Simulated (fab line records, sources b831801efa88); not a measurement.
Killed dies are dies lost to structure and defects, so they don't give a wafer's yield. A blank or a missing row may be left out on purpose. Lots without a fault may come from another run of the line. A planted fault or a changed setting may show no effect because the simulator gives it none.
One fault seen from 2 desks | flow gf180mcu | each desk has only its own numbers; what lay behind them comes last

THE TOOL OWNER'S DESK: plasma_asher-04
The tool's own readings at GF_NWELL_STRIP_10 (strips in O2/N2): means of the sampled wafers that have a number, for each lot that ran on this tool. A lot is out of limits, marked OUT, if its mean lies more than 4 standard deviations from the usual mean; the brackets give that distance.
Columns: A = chamber_pressure_mTorr at GF_NWELL_STRIP_10, usual 1500.2 mTorr; B = drypump_motor_current_A at GF_NWELL_STRIP_10, usual 5.6 A; C = heater_power_w at GF_NWELL_STRIP_10, usual 318 W; D = oes_product_au at GF_NWELL_STRIP_10, usual 0.722 a.u.; E = strip_time_to_endpoint_s at GF_NWELL_STRIP_10, usual 36.97 s
lot  | first seen here | A      | B   | C   | D     | E
L540 | day 3 10:11     | 1500.9 | 5.2 | 278 | 0.725 | 36.92
L542 | day 3 18:08     | 1501.2 | 5.6 | 303 | 0.719 | 36.97
L551 | day 5 22:09     | 1499.6 | 5.6 | 305 | 0.721 | 36.95
L555 | day 6 19:51     | 1499.2 | 5.4 | 289 | 0.726 | 37.03
L558 | day 7 13:48     | 1499.5 | 5.4 | 292 | 0.723 | 37.03
L559 | day 7 19:42     | 1500.8 | 5.6 | 301 | 0.725 | 36.94
L562 | day 8 12:59     | 1499.6 | 5.4 | 291 | 0.721 | 37.02
L563 | day 8 18:41     | 1499.4 | 5.6 | 300 | 0.715 | 36.85
This desk's finding: nothing out of limits on any of the 8 lots.

THE METROLOGY DESK
What the gauges read, lot by lot, whatever tool the lot ran on: means of the sampled wafers that have a number. A lot is out of limits, marked OUT, if its mean lies more than 4 standard deviations from the usual mean; the brackets give that distance.
Columns: A = LVPWELL_TW at GF_LVPWELL_TW_MEAS_11, usual 559; B = VT_IMPLANT_TW at GF_VT_IMPLANT_TW_MEAS_10, usual 564
lot  | first seen here | A                    | B
L540 | day 3 23:17     | 552                  | 564
L542 | day 4 08:09     | 558                  | 567
L544 | day 4 19:29     | 30 (-99 or more) OUT | 560
L545 | day 5 02:35     | 30 (-99 or more) OUT | 562
L546 | day 5 08:37     | 30 (-99 or more) OUT | 570
L551 | day 6 13:35     | 560                  | 566
L553 | day 7 02:17     | 558                  | 561
L555 | day 7 11:58     | 559                  | 561
L556 | day 7 18:38     | 560                  | 561
L557 | day 8 07:00     | 558                  | 562
L558 | day 8 07:15     | 559                  | 561
L559 | day 8 12:37     | 565                  | 570
L561 | day 9 00:00     | 558                  | 570
L562 | day 9 05:31     | 557                  | 558
L563 | day 9 11:38     | 560                  | 569
This desk's finding: out of limits on L544, L545, L546; first on L544, day 4 19:29 (LVPWELL_TW at GF_LVPWELL_TW_MEAS_11). In limits: L540, L542, L551, L553, L555, L556, L557, L558, L559, L561, L562, L563.

PUT TOGETHER
The metrology desk could have raised an alarm at day 4 19:29, on L544, L545, L546.
The tool owner's desk saw nothing out of limits.
The tool owner's desk has no number on record for L544, L545, L546.
Of the lots named, all ran GF_NWELL_STRIP_10 on plasma_asher-04.

WHAT THE SIMULATOR HAD PUT IN
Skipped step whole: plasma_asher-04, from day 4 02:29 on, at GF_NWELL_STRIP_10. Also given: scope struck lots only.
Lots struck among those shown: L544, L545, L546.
Hours from the fault's start to each desk's first reading out of limits: the metrology desk, 17.
